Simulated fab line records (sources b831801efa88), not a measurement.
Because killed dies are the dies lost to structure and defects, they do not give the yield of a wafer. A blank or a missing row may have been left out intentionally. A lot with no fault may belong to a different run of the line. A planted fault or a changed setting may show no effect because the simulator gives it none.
fab line records | flow sky130
record: lots: 12 wafers: 36 lastDay: 50
route steps=708 shown POLY_CUT@318 VIA4@651 METAL5@676 PAD_OPEN@707
lots that met no fault: from a run of the same line without faults
startH: the number of hours between the record's first day and the start of the first shown wafer of the lot | waitH: how many hours have passed since the lot's step before this one | " as in the row above | L1.1+2: a single row standing in for several wafers | - no value, or no start was given | * or withheld: withheld | < > ~ a bound
route shown NAME@n: NAME is a module with steps in the file, n the number in the route of the first one | usual: average and standard deviation across the fault-free wafers | same: alike in all rows | chamber/n: place in a boat | sites: per-site readings | _std_site: the standard deviation of these | _edge_site: inner sites' mean taken away from outer sites' mean | radiusMm: for every site, how far away it sits from the centre of the wafer | mask NAME#n: copy n | behind: the tool/chamber that last shaped the wafer | hold: the reason the lot was held/the length of the hold in hours/how it ended | device: names the non-switching transistor (n, p or np) | end of line: the route-end tests of the same wafers | where a step has no rows: the recipe by itself | killed: not the wafer's yield, but the dies lost to structure and defects at the first sort | map: per-die view of a wafer (x killed, . not killed, _ where there is no die)
set.NAME: setting as actually run; set.NAME@STEP: the setting as run at that earlier step | model.NAME: the simulator's own value behind a step, which no gauge read
route steps across a sampled set of lots; one table per step, one row per wafer
services: a tool's chamber out of use, with start hour (startH, from the record's first day; less than 0 if before it), hours out, and reason
== steps ==
step: SKY_POLY_CUT_ETCH_11
recipe: target: Si3N4 chemistry: CF4/CH2F2/Ar stopOn: poly-Si sourceW: 600 biasW: 150 pressureMtorr: 40 cf4FlowSccm: 40 ch2f2FlowSccm: 20 Ar_flow_sccm: 150 timeS: 42.5 targetDepthA: 600
usual: biasW: 150.0/0.44 cf4FlowSccm: 40.00/0.12 drypumpMotorCurrentA: 5.7/0.48 oesProductAu: 0.831/0.006 throttleValvePct: 14.994/0.009
columns lot.wafer tool chamber startH waitH biasW cf4FlowSccm drypumpMotorCurrentA oesProductAu rfHoursCounterH throttleValvePct
L188.1 rieDiel-01 2 543.98 0.0 150.2 39.95 5.8 0.822 9 15.001
L188.2 " 0 " " 149.9 40.25 5.6 0.829 79 14.987
L188.4 " 0 " " 149.7 40.22 5.6 0.823 - 15.001
L189.3 rieDiel-01 2 560.99 0.0 150.8 40.00 5.8 0.832 9 14.984
L189.5 " 0 " " 150.1 40.23 5.6 0.822 - 14.968
L189.6 " 3 " " 149.6 40.05 6.6 0.833 - 15.010
L191.2 rieDiel-03 3 575.04 0.0 149.8 40.15 5.8 0.827 7 15.000
L191.3 " 2 " " 149.8 40.05 5.6 0.846 16 15.000
L191.6 " 0 " " 149.3 40.13 5.1 0.829 - 15.010
L194.2 rieDiel-01 3 606.52 0.0 150.6 39.85 6.6 0.829 1 14.983
L194.4 " 2 " " 150.5 40.21 5.8 0.834 - 14.996
L194.6 " 3 " " 149.9 39.87 6.6 0.825 - 15.000
L196.1 rieDiel-01 0 623.73 0.0 149.2 39.96 5.5 0.836 0 14.998
L196.3 " 3 " " 150.1 40.00 6.6 0.835 1 14.995
L196.5 " 1 " " 149.9 39.99 6.5 0.835 - 15.010
L198.2 rieDiel-03 3 653.22 0.0 150.0 40.34 5.9 0.835 9 14.979
L198.5 " 3 " " 149.6 39.98 5.8 0.832 - 14.994
L198.6 " 2 " " 149.6 39.92 5.6 0.835 - 14.989
L202.3 rieDiel-01 1 700.79 0.0 150.2 40.01 6.5 0.827 11 15.006
L202.5 " 2 " " 150.0 39.96 5.8 0.823 - 15.007
L202.6 " 3 " " 150.5 39.81 6.7 0.832 - 14.999
L206.1 rieDiel-04 1 712.23 0.0 150.1 39.97 5.4 0.839 5 14.994
L206.3 " 2 " " 149.5 40.02 5.5 0.825 2 14.997
L206.5 " 3 " " 150.4 39.97 5.3 0.839 - 14.980
L207.3 rieDiel-04 2 716.82 0.0 151.0 39.79 5.4 0.831 2 14.991
L207.4 " 3 " " 150.6 39.99 5.3 0.833 1 14.998
L207.5 " 0 " " 150.1 39.97 5.4 0.824 - 15.005
L208.1 rieDiel-01 2 719.92 0.0 149.6 39.99 5.8 0.832 12 14.991
L208.2 " 3 " " 149.7 40.10 6.6 0.830 4 14.986
L208.5 " 0 " " 150.3 40.09 5.6 0.825 - 14.997
L209.2 rieDiel-01 1 746.38 0.0 149.9 40.12 6.5 0.827 12 14.992
L209.3 " 3 " " 149.2 39.84 6.6 0.839 4 14.981
L209.5 " 3 " " 149.5 39.92 6.6 0.830 - 14.995
L210.1 rieDiel-04 1 747.04 0.0 149.7 40.05 5.4 0.850 6 14.988
L210.3 " 0 " " 149.4 40.02 5.5 0.833 12 14.996
L210.4 " 3 " " 150.3 39.92 5.4 0.845 2 14.990
step: SKY_VIA4_ETCH_12
recipe: target: SiO2 chemistry: C4F8/O2/Ar stopOn: TiN maskMaterial: NOVOLAK sourceW: 1500 biasW: 1200 pressureMtorr: 40 c4f8FlowSccm: withheld O2_flow_sccm: 6 Ar_flow_sccm: 300 timeS: withheld targetDepthA: 5800
usual: biasW: 1199/3.5 oesProductAu: 0.926/0.0047
columns lot.wafer tool chamber startH waitH biasW oesProductAu
L188.1 rieDiel-01 1 989.53 0.0 1194 0.928
L188.2 " 3 " " 1203 0.925
L188.4 " 2 " " 1197 0.928
L189.3 rieDiel-04 3 1003.03 0.0 1192 0.918
L189.5 " 2 " " 1201 0.928
L189.6 " 3 " " 1193 0.923
L191.2 rieDiel-04 2 1015.72 0.0 1207 0.924
L191.3 " 1 " " 1196 0.926
L191.6 " 1 " " 1205 0.925
L194.2 rieDiel-01 3 1039.72 0.0 1198 0.925
L194.4 " 2 " " 1205 0.926
L194.6 " 3 " " 1198 0.925
L196.1 rieDiel-04 1 1054.53 0.0 1202 0.927
L196.3 " 3 " " 1200 0.934
L196.5 " 2 " " 1199 0.931
L198.2 rieDiel-03 1 1074.48 0.0 1197 0.924
L198.5 " 0 " " 1203 0.929
L198.6 " 3 " " 1201 0.927
L202.3 rieDiel-04 2 1110.20 0.1 1204 0.930
L202.5 " 1 " " 1197 0.919
L202.6 " 2 " " 1205 0.927
L206.1 rieDiel-04 2 1115.58 0.0 1193 0.918
L206.3 " 1 " " 1199 0.925
L206.5 " 2 " " 1197 0.931
L207.3 rieDiel-03 1 1120.67 0.0 1201 0.923
L207.4 " 3 " " 1197 0.920
L207.5 " 2 " " 1199 0.929
L208.1 rieDiel-01 0 1125.47 0.0 1201 0.929
L208.2 " 3 " " 1199 0.922
L208.5 " 2 " " 1200 0.925
L209.2 rieDiel-04 3 1141.71 0.0 1201 0.930
L209.3 " 1 " " 1195 0.925
L209.5 " 2 " " 1200 0.924
L210.1 rieDiel-01 2 1142.63 0.0 1199 0.929
L210.3 " 1 " " 1194 0.926
L210.4 " 3 " " 1204 0.936
step: SKY_METAL5_METAL_ETCH_15
recipe: targetDepthA: 12600 stopOn: SiO2 overEtchFrac: 0.2 timeS: 252 chemistry: Cl2/BCl3 resistSidewallDeg: 86 pressureMtorr: 10 icpW: 900 biasW: 48.5 Cl2_flow_sccm: 60 bcl3FlowSccm: 30
usual: biasW: 48.51/0.12 drypumpMotorCurrentA: 5.9/0.36 oesProductAu: 0.904/0.0061 throttleValvePct: 22.264/0.0091
columns lot.wafer tool chamber startH waitH biasW drypumpMotorCurrentA oesProductAu rfHoursCounterH throttleValvePct
L188.1 rieMetal-01 0 1013.87 0.0 48.47 6.4 0.905 15 22.284
L188.2 " 1 " " 48.37 5.8 0.906 19 22.261
L188.4 " 0 " " 48.44 6.4 0.897 - 22.270
L189.3 rieMetal-01 0 1027.59 0.1 48.55 6.4 0.910 - 22.269
L189.5 " 1 " " 48.35 5.7 0.905 - 22.264
L189.6 " 0 " " 48.46 6.4 0.911 - 22.287
L191.2 rieMetal-02 0 1039.27 0.0 48.46 6.2 0.902 19 22.271
L191.3 " 0 " " 48.35 6.2 0.905 - 22.271
L191.6 " 0 " " 48.45 6.2 0.905 - 22.265
L194.2 rieMetal-01 0 1062.72 0.0 48.35 6.4 0.915 18 22.279
L194.4 " 0 " " 48.40 6.4 0.916 - 22.268
L194.6 " 1 " " 48.67 5.7 0.908 - 22.258
L196.1 rieMetal-01 0 1076.73 0.0 48.57 6.4 0.908 19 22.274
L196.3 " 0 " " 48.77 6.4 0.905 - 22.258
L196.5 " 0 " " 48.59 6.4 0.907 - 22.282
L198.2 rieMetal-04 1 1095.72 0.0 48.64 6.2 0.897 18 22.265
L198.5 " 0 " " 48.72 5.3 0.895 - 22.265
L198.6 " 1 " " 48.70 6.2 0.905 - 22.254
L202.3 rieMetal-02 0 1133.41 0.1 48.32 6.2 0.890 - 22.277
L202.5 " 0 " " 48.44 6.2 0.894 - 22.263
L202.6 " 1 " " 48.54 5.7 0.900 - 22.277
L206.1 rieMetal-02 1 1139.78 0.0 48.39 5.7 0.908 21 22.269
L206.3 " 1 " " 48.57 5.7 0.899 - 22.266
L206.5 " 1 " " 48.51 5.7 0.904 - 22.256
L207.3 rieMetal-04 1 1143.01 0.1 48.65 6.2 0.914 - 22.263
L207.4 " 0 " " 48.60 5.3 0.893 - 22.257
L207.5 " 0 " " 48.55 5.3 0.901 - 22.263
L208.1 rieMetal-02 1 1146.42 0.0 48.50 5.7 0.900 21 22.263
L208.2 " 0 " " 48.55 6.2 0.913 28 22.270
L208.5 " 1 " " 48.55 5.7 0.901 - 22.259
L209.2 rieMetal-02 1 1160.57 0.0 48.43 5.7 0.894 23 22.269
L209.3 " 1 " " 48.52 5.7 0.892 - 22.267
L209.5 " 0 " " 48.51 6.1 0.896 - 22.255
L210.1 rieMetal-02 0 1162.28 0.0 48.75 6.2 0.900 29 22.244
L210.3 " 0 " " 48.51 6.2 0.915 - 22.267
L210.4 " 1 " " 48.57 5.7 0.906 - 22.277
step: SKY_PAD_OPEN_BOW_MEAS_13
recipe: mode: bow
usual: PAD_OPEN_BOW: 45/9.1
columns lot.wafer tool chamber startH waitH PAD_OPEN_BOW[um]
L188.1 filmMetro-03 - 1061.60 - 38
L188.2 " - " " 43
L188.4 " - " " 42
L189.3 filmMetro-03 - 1073.48 - 52
L189.5 " - " " 51
L189.6 " - " " 55
L191.2 filmMetro-04 - 1085.21 - 40
L191.3 " - " " 41
L191.6 " - " " 48
L194.2 filmMetro-03 - 1106.92 - 23
L194.4 " - " " 37
L194.6 " - " " 31
L196.1 filmMetro-04 - 1117.18 - 55
L196.3 " - " " 57
L196.5 " - " " 50
L198.2 filmMetro-04 - 1132.04 - 37
L198.5 " - " " 34
L198.6 " - " " 60
L202.3 filmMetro-04 - 1174.08 - 26
L202.5 " - " " 24
L202.6 " - " " 29
L206.1 filmMetro-01 - 1178.83 - 41
L206.3 " - " " 34
L206.5 " - " " 36
L207.3 filmMetro-04 - 1181.77 - 41
L207.4 " - " " 43
L207.5 " - " " 54
L208.1 filmMetro-04 - 1184.39 - 52
L208.2 " - " " 38
L208.5 " - " " 42
L209.2 filmMetro-04 - 1195.94 - 39
L209.3 " - " " 31
L209.5 " - " " 31
L210.1 filmMetro-01 - 1198.24 - 52
L210.3 " - " " 39
L210.4 " - " " 51
step: SKY_PAD_OPEN_PROBE_99
usual: killed_at_M0_to_M3: 44/7.6 killed_at_M4_up: 3.2/1.7 killedAtContacts: 24/5.7 killedAtFrontEnd: 16/3.9 killedAtOther: 0.2/0.45 killedDies: 87/9.5 killedOpen: 47/6.9 killedShort: 40/5.8
same: grossDies: 492 killedAtBackSide: 0
columns lot.wafer tool chamber startH waitH killed_at_M0_to_M3 killed_at_M4_up killedAtContacts killedAtFrontEnd killedAtOther killedDies killedOpen killedShort
L208.1 prober-01 - 1184.51 0.1 35 5 28 69 0 137 49 29
L208.2 prober-01 - 1184.56 0.1 38 2 29 51 0 120 45 35
L208.5 prober-01 - 1184.71 0.2 47 4 29 66 0 146 48 47
L209.2 prober-02 - 1196.09 0.1 32 2 16 75 0 125 41 26
L209.3 prober-02 - 1196.14 0.2 30 4 22 55 0 111 37 34
L209.5 prober-02 - 1196.24 0.2 35 3 25 53 0 116 41 33
killed by level:class
L208.1 POLY_CUT:unspecified=59 VIA3:geometricParticle:open=10 LI_CONTACT:geometricParticle:open=8 CONTACT:geometricParticle:open=8 VIA1:geometricParticle:open=7 LI_CONTACT:geometricParticle:short=6 METAL1:geometricParticle:short=5 CONTACT:geometricParticle:short=4
L208.2 POLY_CUT:unspecified=40 CONTACT:geometricParticle:open=14 VIA1:geometricParticle:open=9 VIA3:geometricParticle:open=7 CONTACT:geometricParticle:short=6 VIA3:geometricParticle:short=5 LOCAL_INTERCONNECT:geometricParticle:short=4 VIA1:geometricParticle:short=4
L208.5 POLY_CUT:unspecified=51 CONTACT:geometricParticle:open=10 LI_CONTACT:geometricParticle:open=9 VIA1:geometricParticle:short=7 VIA1:geometricParticle:open=7 VIA3:geometricParticle:open=6 METAL1:geometricParticle:short=6 VIA2:geometricParticle:short=5
L209.2 POLY_CUT:unspecified=58 VIA1:geometricParticle:open=7 CONTACT:geometricParticle:open=6 VIA2:geometricParticle:open=6 FIELD_ISO:geometricParticle:open=5 METAL2:geometricParticle:short=5 VIA1:geometricParticle:short=5 LI_CONTACT:geometricParticle:open=4
L209.3 POLY_CUT:unspecified=40 CONTACT:geometricParticle:open=11 LI_CONTACT:geometricParticle:open=5 METAL2:geometricParticle:short=5 POLY_GATE:geometricParticle:open=4 POLY_GATE:geometricParticle:short=4 VIA1:geometricParticle:short=4 VIA1:geometricParticle:open=4
L209.5 POLY_CUT:unspecified=42 VIA1:geometricParticle:open=11 LOCAL_INTERCONNECT:geometricParticle:short=7 POLY_GATE:geometricParticle:open=5 LI_CONTACT:geometricParticle:open=5 CONTACT:geometricParticle:open=5 VIA2:geometricParticle:open=5 VIA3:geometricParticle:open=5
== services ==
columns tool chamber startH hours kind
rieDiel-01 1 568.66 15.7 repair
rieDiel-01 - 602.62 2.8 pm
rieDiel-04 3 636.51 15.5 repair
rieDiel-01 - 650.84 15.6 pm
rieDiel-04 2 668.38 1.2 repair
rieDiel-01 2 673.50 6.6 repair
rieDiel-04 0 673.86 2.6 repair
rieDiel-04 0 725.30 13.0 repair
rieDiel-01 1 738.36 3.1 repair
rieDiel-01 2 740.48 17.9 repair
rieDiel-01 0 758.35 34.6 repair
rieDiel-04 0 812.70 7.5 repair
rieDiel-01 1 833.97 6.7 repair
rieDiel-04 2 844.01 2.8 repair
rieDiel-04 3 924.97 5.6 repair
rieDiel-04 2 986.86 9.6 repair
rieDiel-01 2 1040.95 13.4 repair
rieDiel-04 - 1059.02 2.8 pm
rieDiel-04 1 1080.43 14.9 repair
rieDiel-04 1 1098.04 3.8 repair
rieDiel-04 0 1098.90 31.1 repair
rieDiel-04 3 1105.71 5.2 repair
rieDiel-01 - 1123.16 0.6 repair
rieDiel-01 3 1154.68 2.5 repair
== key ==
firstSign: step: SKY_PAD_OPEN_PROBE_99 reading: killedAtFrontEnd direction: up sigmas: 12 usual: 16 struck: 62
effect: step: SKY_PAD_OPEN_PROBE_99 reading: killedDies direction: up sigmas: 4.1 usual: 87 struck: 126
metAt SKY_POLY_CUT_ETCH_11
struckLots L208,L209
testerLeftOut L208,L209
notActingAt SKY_VIA4_ETCH_12,SKY_METAL5_METAL_ETCH_15,SKY_PAD_OPEN_BOW_MEAS_13
onsetBetween 700.79 719.92
fault: kind: chamberParticleSource tool: rieDiel-01 chamber: - onsetH: 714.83 steps: SKY_POLY_CUT_ETCH_11 ratePerVisitCm2: 1.1786 endH: 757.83
testerLeftOut: of these lots the tester's yield and bins aren't shown, on N5 and GAA mostly nor the transistor test; their killed dies are dies lost to structure and defects alone, not to doping, threshold or leakage, so they don't give the yield
